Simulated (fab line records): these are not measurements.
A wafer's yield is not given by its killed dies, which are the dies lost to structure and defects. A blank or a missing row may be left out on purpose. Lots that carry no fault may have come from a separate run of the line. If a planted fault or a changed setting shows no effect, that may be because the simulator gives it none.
A single fault, viewed from 2 desks    flow gf180mcu    each desk holds nothing but its own numbers, with what lay behind them at the end

## TOOL OWNER'S DESK, pvd sputter-04
The tool's own readings at GF_M1_SPUTTER_03 (material Ti, target thk 10 nm, time 6.7 s): means of the sampled wafers that have a number, for each lot that ran on this tool. Any lot whose mean is over 4 standard deviations away from the usual mean is out of limits and marked OUT; that distance is given in the brackets.
Columns: A = cathode dc power W at GF_M1_SPUTTER_03, usual 3000.1 W; B = chamber pressure pa at GF_M1_SPUTTER_03, usual 0.2999 Pa; C = throttle valve pct at GF_M1_SPUTTER_03, usual 30.1 %
lot   first seen here  A       B                 C
L816  day 18 07:28     3000.4  0.2995            31.5
L825  day 21 13:15     2999.9  0.3123 (+20) OUT  29.5
L826  day 21 23:17     3000.2  0.3131 (+22) OUT  29.5
L833  day 24 05:08     3000.1  0.2997            31.1
L834  day 25 03:29     3000.1  0.2999            30.6
L835  day 25 04:59     3000.2  0.2999            29.4
This desk finds L825, L826 out of limits, L825 being first, at day 21 13:15 (chamber pressure pa at GF_M1_SPUTTER_03). L816, L833, L834, L835 stayed within limits.

## THE METROLOGY DESK
Means of the sampled wafers that have a number, per lot and without regard to the tool the lot ran on: this is what the gauges read. Any lot whose mean is over 4 standard deviations away from the usual mean is out of limits and marked OUT; that distance is given in the brackets.
Columns: A = M1_ALCU_RS at GF_M1_RS_MEAS_05, usual 0.0695 ohm/sq
lot   first seen here  A
L812  day 16 14:07     0.0706
L813  day 16 20:17     0.0690
L815  day 17 21:43     0.0700
L816  day 18 07:32     0.0699
L817  day 18 18:46     0.0693
L819  day 19 16:19     0.0691
L825  day 21 13:20     0.0695
L826  day 21 23:22     0.0697
L829  day 22 23:02     0.0693
L831  day 23 14:31     0.0683
L833  day 24 05:13     0.0698
L834  day 25 03:32     0.0693
L835  day 25 05:04     0.0684
This desk found nothing out of limits on any of the 13 lots.

## TAKEN TOGETHER
The tool owner's desk could have raised an alarm at day 21 13:15, on L825, L826.
The metrology desk saw nothing out of limits.
The metrology desk has L825, L826 on record, within its limits.
On pvd sputter-04, each named lot ran GF_M1_SPUTTER_03.

## WHAT WAS PUT IN BY THE SIMULATOR
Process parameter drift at GF_M1_SPUTTER_03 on pvd sputter-04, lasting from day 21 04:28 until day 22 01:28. Setting chamber pressure pa shifted by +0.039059 from 0.3. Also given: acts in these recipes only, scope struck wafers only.
Shown lots that were struck: L825, L826.
Hours from the fault's start to each desk's first reading out of limits: the tool owner's desk, 9.
